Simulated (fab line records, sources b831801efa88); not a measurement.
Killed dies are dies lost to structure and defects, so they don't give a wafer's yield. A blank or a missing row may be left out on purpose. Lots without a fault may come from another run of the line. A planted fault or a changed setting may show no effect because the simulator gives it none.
Tool commonality check | flow sky130 | 9 lots, 33 wafers sampled

WHY IT WAS OPENED
At SKY_METAL5_RS_MEAS_05 the reading METAL5_ALCU_RS is flagged on 2 of 9 lots. Wafers without a fault read 0.02704 ohm/sq, standard deviation 0.00026.
Rule: a lot is flagged when every wafer of it that has a number lies more than 4 standard deviations from that mean, or none has a number. The other lots count as sound.

lot  | measured     | on            | METAL5_ALCU_RS (ohm/sq), wafer by wafer         | flag
L426 | day 43 20:32 | film_metro-03 | 0.02732 0.02736 0.02719                         |
L430 | day 44 17:47 | film_metro-03 | 0.02724 0.02738 0.02737                         |
L431 | day 45 01:44 | film_metro-02 | 0.02716 0.027 0.0269                            |
L437 | day 46 13:45 | film_metro-02 | 0.02707 0.0268 0.02678                          |
L440 | day 47 02:25 | film_metro-02 | 0.02685 0.02679 0.02656                         |
L442 | day 47 11:05 | film_metro-03 | 0.03252 0.03242 0.03302 0.03243 0.03239 0.03303 | FLAGGED
L443 | day 48 05:44 | film_metro-03 | 0.02696 0.02714 0.02705                         |
L445 | day 48 08:38 | film_metro-04 | 0.0335 0.03297 0.03249 0.03341 0.03297 0.0325   | FLAGGED
L444 | day 48 10:27 | film_metro-04 | 0.02682 0.02707 0.02693                         |
The numbers of the flagged lots are 0.03280 ohm/sq on average: +0.00576 ohm/sq against the usual, or +22 standard deviations.

WHICH TOOL RAN EACH LOT
The record holds 4 process steps before the reading, out of a route of 708 steps. In each cell: the tool, then ch and the chambers that the sampled wafers went through, then the start.
lot  | flag    | SKY_CAP2M_STRIP_14                   | SKY_METAL4_METAL_ETCH_18          | SKY_METAL5_SPUTTER_00        | SKY_METAL5_SPUTTER_02
L426 |         | plasma_asher-03 ch 0,1, day 41 17:52 | rie_metal-02 ch 0,1, day 42 18:02 | pvd_sputter-03, day 43 20:18 | pvd_sputter-03, day 43 20:21
L430 |         | plasma_asher-01 ch 0,1, day 42 17:53 | rie_metal-04 ch 0,1, day 43 16:16 | pvd_sputter-02, day 44 17:37 | pvd_sputter-02, day 44 17:40
L431 |         | plasma_asher-03 ch 0,1, day 43 01:47 | rie_metal-03 ch 0,1, day 44 01:23 | pvd_sputter-02, day 45 01:34 | pvd_sputter-02, day 45 01:37
L437 |         | plasma_asher-01 ch 0,1, day 44 15:56 | rie_metal-03 ch 0,1, day 45 14:34 | pvd_sputter-02, day 46 13:35 | pvd_sputter-02, day 46 13:38
L440 |         | plasma_asher-03 ch 0,1, day 45 05:44 | rie_metal-03 ch 0,1, day 46 03:58 | pvd_sputter-04, day 47 02:14 | pvd_sputter-04, day 47 02:17
L442 | FLAGGED | plasma_asher-01 ch 0,1, day 45 14:26 | rie_metal-03 ch 0,1, day 46 11:52 | pvd_sputter-02, day 47 10:54 | pvd_sputter-02, day 47 10:57
L443 |         | plasma_asher-03 ch 0, day 46 11:20   | rie_metal-02 ch 0,1, day 47 08:25 | pvd_sputter-04, day 48 05:34 | pvd_sputter-04, day 48 05:37
L445 | FLAGGED | plasma_asher-02 ch 0,1, day 46 13:11 | rie_metal-03 ch 1, day 47 10:53   | pvd_sputter-02, day 48 08:28 | pvd_sputter-02, day 48 08:31
L444 |         | plasma_asher-02 ch 0,1, day 46 16:11 | rie_metal-04 ch 0,1, day 47 13:04 | pvd_sputter-03, day 48 10:16 | pvd_sputter-03, day 48 10:19
What these steps do:
- SKY_CAP2M_STRIP_14: strips in O2/N2.
- SKY_METAL4_METAL_ETCH_18: etches the open film in Cl2/BCl3, stops on SiO2, target depth 845 nm, time 183.1 s.
- SKY_METAL5_SPUTTER_00: material Ti, target thk 15 nm, time 10 s.
- SKY_METAL5_SPUTTER_02: material AlCu, target thk 1150 nm, time 61.2 s.
- SKY_METAL5_RS_MEAS_05: measures by four-point-probe.

FLAGGED OVER TOTAL, TOOL BY TOOL (the gauges that took the reading come last)
step                     | tool            | lots run | flagged | share of the flagged lots | sound lots run after its first flagged lot
SKY_CAP2M_STRIP_14       | plasma_asher-01 | 3        | 1       | some                      | 0
SKY_CAP2M_STRIP_14       | plasma_asher-02 | 2        | 1       | some                      | 1 (L444)
SKY_CAP2M_STRIP_14       | plasma_asher-03 | 4        | 0       | none                      | -
SKY_METAL4_METAL_ETCH_18 | rie_metal-02    | 2        | 0       | none                      | -
SKY_METAL4_METAL_ETCH_18 | rie_metal-03    | 5        | 2       | all                       | 0
SKY_METAL4_METAL_ETCH_18 | rie_metal-04    | 2        | 0       | none                      | -
SKY_METAL5_SPUTTER_00    | pvd_sputter-02  | 5        | 2       | all                       | 0
SKY_METAL5_SPUTTER_00    | pvd_sputter-03  | 2        | 0       | none                      | -
SKY_METAL5_SPUTTER_00    | pvd_sputter-04  | 2        | 0       | none                      | -
SKY_METAL5_SPUTTER_02    | pvd_sputter-02  | 5        | 2       | all                       | 0
SKY_METAL5_SPUTTER_02    | pvd_sputter-03  | 2        | 0       | none                      | -
SKY_METAL5_SPUTTER_02    | pvd_sputter-04  | 2        | 0       | none                      | -
SKY_METAL5_RS_MEAS_05    | film_metro-02   | 3        | 0       | none                      | -
SKY_METAL5_RS_MEAS_05    | film_metro-03   | 4        | 1       | some                      | 1 (L443)
SKY_METAL5_RS_MEAS_05    | film_metro-04   | 2        | 1       | some                      | 1 (L444)

WHAT THE TABLE ALLOWS
3 rows of the table ran every flagged lot: rie_metal-03 at SKY_METAL4_METAL_ETCH_18, pvd_sputter-02 at SKY_METAL5_SPUTTER_00, pvd_sputter-02 at SKY_METAL5_SPUTTER_02.
- rie_metal-03 at SKY_METAL4_METAL_ETCH_18: 2 of its 5 lots flagged. Its last sound lot is L440 (day 46 03:58), its first flagged lot L442 (day 46 11:52): a fault that began between those two fits.
- pvd_sputter-02 at SKY_METAL5_SPUTTER_00: 2 of its 5 lots flagged. Its last sound lot is L437 (day 46 13:35), its first flagged lot L442 (day 47 10:54): a fault that began between those two fits.
- pvd_sputter-02 at SKY_METAL5_SPUTTER_02: 2 of its 5 lots flagged. Its last sound lot is L437 (day 46 13:38), its first flagged lot L442 (day 47 10:57): a fault that began between those two fits.
Counting lots can't tell these 2 tools apart, because each fits a fault that began at some hour. More lots, or a look at what each step does to the wafer, might.

WHAT THE SIMULATOR HAD PUT IN
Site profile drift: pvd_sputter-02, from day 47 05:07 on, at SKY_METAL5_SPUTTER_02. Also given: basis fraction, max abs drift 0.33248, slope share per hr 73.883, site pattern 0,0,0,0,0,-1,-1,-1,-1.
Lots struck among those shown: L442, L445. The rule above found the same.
